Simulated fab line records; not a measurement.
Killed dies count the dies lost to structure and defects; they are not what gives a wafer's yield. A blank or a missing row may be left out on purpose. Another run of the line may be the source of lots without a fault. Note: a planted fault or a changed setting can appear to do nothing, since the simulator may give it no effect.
Which of the tools did it? | flow sky130 | 72 wafers from 24 lots sampled at 6 of the route's 708 steps

WHAT THE GAUGES SHOWED, per wafer
SKY_VIA2_BOW_MEAS_03. Usual: VIA2_BOW 86 um, standard deviation 6.9.
lot  | measured     | on            | VIA2_BOW (um) | flag
L074 | day 34 11:53 | film-metro-03 | 84 83 77      |
L075 | day 35 08:37 | film-metro-03 | 92 91 93      |
L076 | day 35 11:13 | film-metro-03 | 83 92 91      |
L077 | day 35 20:05 | film-metro-04 | 100 82 81     |
L078 | day 37 02:38 | film-metro-04 | 83 83 78      |
L079 | day 37 09:13 | film-metro-01 | 89 82 95      |
L080 | day 37 11:24 | film-metro-01 | 89 83 73      |
L081 | day 37 13:55 | film-metro-01 | 89 79 80      |
L082 | day 37 16:33 | film-metro-01 | 82 84 103     |
L083 | day 38 01:11 | film-metro-03 | 85 93 88      |
L085 | day 38 08:22 | film-metro-03 | 90 80 81      |
L084 | day 38 14:03 | film-metro-04 | 69 82 79      |
L086 | day 38 17:14 | film-metro-01 | 94 96 91      |
L087 | day 39 01:58 | film-metro-04 | 71 86 75      |
L088 | day 39 08:13 | film-metro-03 | 91 86 94      |
L090 | day 40 12:47 | film-metro-04 | 96 87 94      |
L091 | day 40 17:05 | film-metro-01 | 88 96 81      |
L089 | day 40 21:52 | film-metro-04 | 86 76 92      |
L092 | day 40 21:58 | film-metro-03 | 85 74 88      |
L093 | day 40 23:26 | film-metro-03 | 81 83 88      |
L094 | day 41 19:35 | film-metro-03 | 92 74 86      |
L095 | day 42 02:59 | film-metro-01 | 92 95 82      |
L097 | day 42 03:49 | film-metro-01 | 89 84 85      |
L096 | day 42 08:20 | film-metro-04 | 92 84 88      |

SKY_CAP2M_THK_MEAS_04: measures by xrf. Usual: CAP2M_TIN_THK 202.3 nm, standard deviation 2.3.
lot  | measured     | on            | CAP2M_TIN_THK (nm) | flag
L074 | day 39 00:09 | film-metro-03 | 204.5 203.7 204.2  |
L075 | day 39 20:27 | film-metro-03 | 204.1 203.9 206.2  |
L076 | day 39 22:37 | film-metro-02 | 199.5 200.6 200.8  |
L077 | day 40 06:07 | film-metro-02 | 201.0 198.5 199.2  |
L078 | day 41 11:44 | film-metro-02 | 200.3 199.3 199.6  |
L079 | day 41 19:44 | film-metro-01 | 200.8 203.4 202.3  |
L080 | day 41 20:51 | film-metro-02 | 203.1 203.1 203.7  |
L081 | day 42 00:32 | film-metro-01 | 202.0 204.8 202.1  |
L082 | day 42 00:40 | film-metro-03 | 202.5 204.8 203.2  |
L083 | day 42 09:11 | film-metro-01 | 202.2 203.6 202.6  |
L085 | day 42 14:29 | film-metro-03 | 202.6 202.3 201.9  |
L084 | day 42 20:48 | film-metro-01 | 204.7 203.8 203.6  |
L086 | day 43 00:47 | film-metro-03 | 203.8 200.9 202.7  |
L087 | day 43 06:44 | film-metro-01 | 204.8 206.7 206.8  |
L088 | day 43 17:51 | film-metro-02 | 200.2 196.6 197.5  |
L090 | day 44 13:41 | film-metro-02 | 202.0 202.6 200.7  |
L091 | day 44 19:23 | film-metro-01 | 200.5 200.5 199.9  |
L089 | day 45 00:44 | film-metro-01 | 199.9 200.6 200.4  |
L092 | day 45 01:22 | film-metro-03 | 203.2 202.4 205.2  |
L093 | day 45 02:23 | film-metro-03 | 203.2 204.3 203.4  |
L094 | day 45 19:04 | film-metro-02 | 200.5 202.0 200.2  |
L095 | day 46 01:55 | film-metro-01 | 203.1 201.8 201.5  |
L097 | day 46 00:55 | film-metro-03 | 207.2 208.1 208.3  |
L096 | day 46 06:25 | film-metro-02 | 200.2 200.7 200.1  |

SKY_PAD_OPEN_BOW_MEAS_13. Usual: PAD_OPEN_BOW 47 um, standard deviation 9.5.
lot  | measured     | on            | PAD_OPEN_BOW (um) | flag
L074 | day 45 02:16 | film-metro-01 | 36 38 29          |
L075 | day 45 20:36 | film-metro-02 | 50 48 52          |
L076 | day 45 22:47 | film-metro-03 | 51 57 57          |
L077 | day 46 05:03 | film-metro-02 | 59 41 40          |
L078 | day 47 04:55 | film-metro-03 | 44 45 40          |
L079 | day 47 10:55 | film-metro-03 | 53 47 60          |
L080 | day 47 13:20 | film-metro-02 | 61 53 44          |
L081 | day 47 15:59 | film-metro-01 | 49 38 40          |
L082 | day 47 16:26 | film-metro-01 | 50 51 70          |
L083 | day 48 00:02 | film-metro-03 | 47 54 50          |
L085 | day 48 02:56 | film-metro-01 | 51 41 42          |
L084 | day 48 10:31 | film-metro-02 | 37 52 50          |
L086 | day 48 12:32 | film-metro-01 | 61 60 56          |
L087 | day 48 17:00 | film-metro-01 | 21 35 25          |
L088 | day 48 23:41 | film-metro-01 | 55 52 59          |
L090 | day 49 17:56 | film-metro-02 | 53 46 50          |
L091 | day 49 22:43 | film-metro-03 | 53 62 47          |
L089 | day 50 02:42 | film-metro-03 | 53 43 57          |
L092 | day 50 03:44 | film-metro-01 | 37 29 41          |
L093 | day 50 04:13 | film-metro-02 | 41 41 47          |
L094 | day 50 16:59 | film-metro-01 | 53 38 48          |
L095 | day 50 22:11 | film-metro-03 | 46 49 37          |
L097 | day 50 21:07 | film-metro-02 | 45 40 42          |
L096 | day 51 01:25 | film-metro-02 | 66 57 62          |

EACH LOT AND THE TOOL THAT RAN IT (in order: tool; ch and the chambers of the sampled wafers; start)
lot  | SKY_METAL3_SPUTTER_04        | SKY_CAPM_STRIP_14                    | SKY_CAP2M_METAL_ETCH_13
L074 | pvd-sputter-01, day 35 15:12 | plasma-asher-03 ch 0,1, day 36 17:06 | rie-metal-03 ch 0,1, day 40 00:28
L075 | pvd-sputter-04, day 36 11:35 | plasma-asher-03 ch 0,1, day 37 13:27 | rie-metal-01 ch 1, day 40 20:46
L076 | pvd-sputter-01, day 36 15:24 | plasma-asher-04 ch 0,1, day 37 17:14 | rie-metal-01 ch 0,1, day 40 22:48
L077 | pvd-sputter-04, day 36 22:33 | plasma-asher-04 ch 0,1, day 38 00:24 | rie-metal-01 ch 0,1, day 41 05:42
L078 | pvd-sputter-01, day 38 05:56 | plasma-asher-01 ch 0,1, day 39 06:59 | rie-metal-02 ch 0,1, day 42 10:06
L079 | pvd-sputter-04, day 38 12:32 | plasma-asher-01 ch 0,1, day 39 13:51 | rie-metal-02 ch 0,1, day 42 18:30
L080 | pvd-sputter-01, day 38 14:54 | plasma-asher-03 ch 0,1, day 39 15:53 | rie-metal-03 ch 0,1, day 42 19:07
L081 | pvd-sputter-02, day 38 17:29 | plasma-asher-03 ch 0,1, day 39 18:35 | rie-metal-03 ch 0,1, day 42 23:09
L082 | pvd-sputter-01, day 38 19:05 | plasma-asher-01 ch 0,1, day 39 19:33 | rie-metal-01 ch 0,1, day 42 23:19
L083 | pvd-sputter-02, day 39 04:14 | plasma-asher-03 ch 0,1, day 40 04:52 | rie-metal-02 ch 0,1, day 43 08:26
L085 | pvd-sputter-01, day 39 10:53 | plasma-asher-01 ch 0,1, day 40 11:11 | rie-metal-03 ch 0,1, day 43 12:33
L084 | pvd-sputter-01, day 39 16:23 | plasma-asher-04 ch 0,1, day 40 17:07 | rie-metal-03 ch 0,1, day 43 20:06
L086 | pvd-sputter-02, day 39 20:17 | plasma-asher-04 ch 1, day 40 21:10   | rie-metal-01 ch 0,1, day 43 23:13
L087 | pvd-sputter-04, day 40 03:31 | plasma-asher-04 ch 0,1, day 41 02:45 | rie-metal-03 ch 0,1, day 44 05:10
L088 | pvd-sputter-04, day 40 10:43 | plasma-asher-03 ch 0, day 41 11:09   | rie-metal-02 ch 0,1, day 44 15:31
L090 | pvd-sputter-04, day 41 14:42 | plasma-asher-03 ch 0,1, day 42 13:53 | rie-metal-02 ch 1, day 45 10:31
L091 | pvd-sputter-04, day 41 19:17 | plasma-asher-01 ch 0,1, day 42 18:26 | rie-metal-02 ch 1, day 45 15:58
L089 | pvd-sputter-01, day 42 00:46 | plasma-asher-03 ch 0,1, day 42 23:39 | rie-metal-02 ch 1, day 45 21:18
L092 | pvd-sputter-04, day 42 00:57 | plasma-asher-03 ch 0,1, day 42 23:45 | rie-metal-03 ch 0,1, day 45 22:33
L093 | pvd-sputter-01, day 42 01:49 | plasma-asher-04 ch 0,1, day 43 00:22 | rie-metal-03 ch 0,1, day 45 22:39
L094 | pvd-sputter-04, day 42 19:49 | plasma-asher-03 ch 0,1, day 43 19:24 | rie-metal-02 ch 0,1, day 46 15:12
L095 | pvd-sputter-01, day 43 03:16 | plasma-asher-01 ch 0,1, day 44 02:35 | rie-metal-03 ch 0,1, day 46 21:45
L097 | pvd-sputter-04, day 43 04:07 | plasma-asher-04 ch 0, day 44 02:53   | rie-metal-02 ch 0,1, day 46 20:49
L096 | pvd-sputter-02, day 43 09:13 | plasma-asher-01 ch 0,1, day 44 07:26 | rie-metal-03 ch 0,1, day 47 02:22
- SKY_METAL3_SPUTTER_04: material TiN, target thk 70 nm, time 58.3 s.
- SKY_CAPM_STRIP_14: strips in O2/N2.
- SKY_CAP2M_METAL_ETCH_13: etches TiN in Cl2/BCl3, stops on SiO2, target depth 220 nm, time 62.9 s.

AS READ BY THE TOOLS THEMSELVES (means over the sampled wafers that have a number; for cases with no such wafer, the mark the record gives instead)
SKY_METAL3_SPUTTER_04. Usual: 29.8 % for throttle-valve-pct, sd 0.81.
lot  | tool           | throttle-valve-pct (%) | flag
L074 | pvd-sputter-01 | 30.0                   |
L075 | pvd-sputter-04 | 29.7                   |
L076 | pvd-sputter-01 | 30.1                   |
L077 | pvd-sputter-04 | 29.8                   |
L078 | pvd-sputter-01 | 29.4                   |
L079 | pvd-sputter-04 | 29.4                   |
L080 | pvd-sputter-01 | 29.3                   |
L081 | pvd-sputter-02 | 30.2                   |
L082 | pvd-sputter-01 | 29.4                   |
L083 | pvd-sputter-02 | 30.7                   |
L085 | pvd-sputter-01 | 29.6                   |
L084 | pvd-sputter-01 | 30.0                   |
L086 | pvd-sputter-02 | 31.5                   |
L087 | pvd-sputter-04 | 29.2                   |
L088 | pvd-sputter-04 | 29.2                   |
L090 | pvd-sputter-04 | 29.7                   |
L091 | pvd-sputter-04 | 29.2                   |
L089 | pvd-sputter-01 | 29.6                   |
L092 | pvd-sputter-04 | 30.3                   |
L093 | pvd-sputter-01 | 29.5                   |
L094 | pvd-sputter-04 | 30.4                   |
L095 | pvd-sputter-01 | 29.5                   |
L097 | pvd-sputter-04 | 29.6                   |
L096 | pvd-sputter-02 | 30.7                   |

SKY_CAPM_STRIP_14. Usual: drypump-motor-current-A 5.6 A, standard deviation 0.41; oes-product-au 0.710 a.u., standard deviation 0.0047; strip-time-to-endpoint-s 12.64 s, standard deviation 0.031.
lot  | tool            | drypump-motor-current-A (A) | oes-product-au (a.u.) | strip-time-to-endpoint-s (s) | flag
L074 | plasma-asher-03 | 5.7                         | 0.709                 | 12.64                        |
L075 | plasma-asher-03 | 5.6                         | 0.710                 | 12.61                        |
L076 | plasma-asher-04 | 6.1                         | 0.713                 | 12.62                        |
L077 | plasma-asher-04 | 6.1                         | 0.712                 | 12.65                        |
L078 | plasma-asher-01 | 5.1                         | 0.712                 | 12.66                        |
L079 | plasma-asher-01 | 5.0                         | 0.709                 | 12.63                        |
L080 | plasma-asher-03 | 5.7                         | 0.711                 | 12.63                        |
L081 | plasma-asher-03 | 5.6                         | 0.707                 | 12.65                        |
L082 | plasma-asher-01 | 5.0                         | 0.712                 | 12.67                        |
L083 | plasma-asher-03 | 5.6                         | 0.714                 | 12.64                        |
L085 | plasma-asher-01 | 5.1                         | 0.709                 | 12.63                        |
L084 | plasma-asher-04 | 6.0                         | 0.709                 | 12.67                        |
L086 | plasma-asher-04 | 6.0                         | 0.710                 | 12.61                        |
L087 | plasma-asher-04 | 6.0                         | 0.708                 | 12.67                        |
L088 | plasma-asher-03 | 5.5                         | 0.713                 | 12.67                        |
L090 | plasma-asher-03 | 5.6                         | 0.714                 | 12.64                        |
L091 | plasma-asher-01 | 5.1                         | 0.714                 | 12.62                        |
L089 | plasma-asher-03 | 5.6                         | 0.708                 | 12.66                        |
L092 | plasma-asher-03 | 5.6                         | 0.709                 | 12.69                        |
L093 | plasma-asher-04 | 6.1                         | 0.705                 | 12.64                        |
L094 | plasma-asher-03 | 5.7                         | 0.707                 | 12.66                        |
L095 | plasma-asher-01 | 5.0                         | 0.709                 | 12.58                        |
L097 | plasma-asher-04 | 6.1                         | 0.715                 | 12.65                        |
L096 | plasma-asher-01 | 5.1                         | 0.706                 | 12.61                        |

SKY_CAP2M_METAL_ETCH_13. Usual: drypump-motor-current-A 5.46 A, standard deviation 0.28; oes-product-au 0.942 a.u., standard deviation 0.006; rf-fwd-power-W 892 W, standard deviation 3.7; throttle-valve-pct 21.902 %, standard deviation 0.0091.
lot  | tool         | drypump-motor-current-A (A) | oes-product-au (a.u.) | rf-fwd-power-W (W) | throttle-valve-pct (%) | flag
L074 | rie-metal-03 | 5.47                        | 0.941                 | 893                | 21.896                 |
L075 | rie-metal-01 | 5.78                        | 0.939                 | 890                | 21.904                 |
L076 | rie-metal-01 | 5.39                        | 0.946                 | 889                | 21.898                 |
L077 | rie-metal-01 | 5.38                        | 0.937                 | 889                | 21.905                 |
L078 | rie-metal-02 | 5.74                        | 0.943                 | 893                | 21.899                 |
L079 | rie-metal-02 | 5.48                        | 0.940                 | 891                | 21.902                 |
L080 | rie-metal-03 | 5.47                        | 0.952                 | 897                | 21.894                 |
L081 | rie-metal-03 | 5.38                        | 0.944                 | 895                | 21.898                 |
L082 | rie-metal-01 | 5.37                        | 0.939                 | 889                | 21.908                 |
L083 | rie-metal-02 | 5.74                        | 0.944                 | 891                | 21.903                 |
L085 | rie-metal-03 | 5.38                        | 0.939                 | 895                | 21.905                 |
L084 | rie-metal-03 | 5.47                        | 0.947                 | 897                | 21.900                 |
L086 | rie-metal-01 | 5.37                        | 0.942                 | 886                | 21.911                 |
L087 | rie-metal-03 | 5.39                        | 0.950                 | 892                | 21.892                 |
L088 | rie-metal-02 | 5.74                        | 0.936                 | 890                | 21.908                 |
L090 | rie-metal-02 | 5.22                        | 0.945                 | 889                | 21.897                 |
L091 | rie-metal-02 | 5.22                        | 0.945                 | 895                | 21.910                 |
L089 | rie-metal-02 | 5.22                        | 0.936                 | 892                | 21.904                 |
L092 | rie-metal-03 | 5.48                        | 0.941                 | 895                | 21.900                 |
L093 | rie-metal-03 | 5.42                        | 0.940                 | 889                | 21.911                 |
L094 | rie-metal-02 | 5.74                        | 0.949                 | 892                | 21.902                 |
L095 | rie-metal-03 | 5.47                        | 0.943                 | 897                | 21.908                 |
L097 | rie-metal-02 | 5.75                        | 0.946                 | 893                | 21.898                 |
L096 | rie-metal-03 | 5.47                        | 0.937                 | 894                | 21.904                 |

THE ANSWER, worked out from the rows above alone
Rule: lot off if the mean of its wafers having a number is beyond 3 standard deviations from the usual mean. A lot without any number at a reading at which 4 lots or more have one is off too. The other lots that the step has rows for count as sound. The gauges are gone through in route order, then the tools' own readings, and for those a lot's mean is taken as printed above. The first step at which some lot is off is used, and at that step the reading that is off furthest; a lot without a number counts as furthest.
No lot is off on any of the readings shown, so nothing can be concluded from this.

WHAT WAS PUT IN BY THE SIMULATOR
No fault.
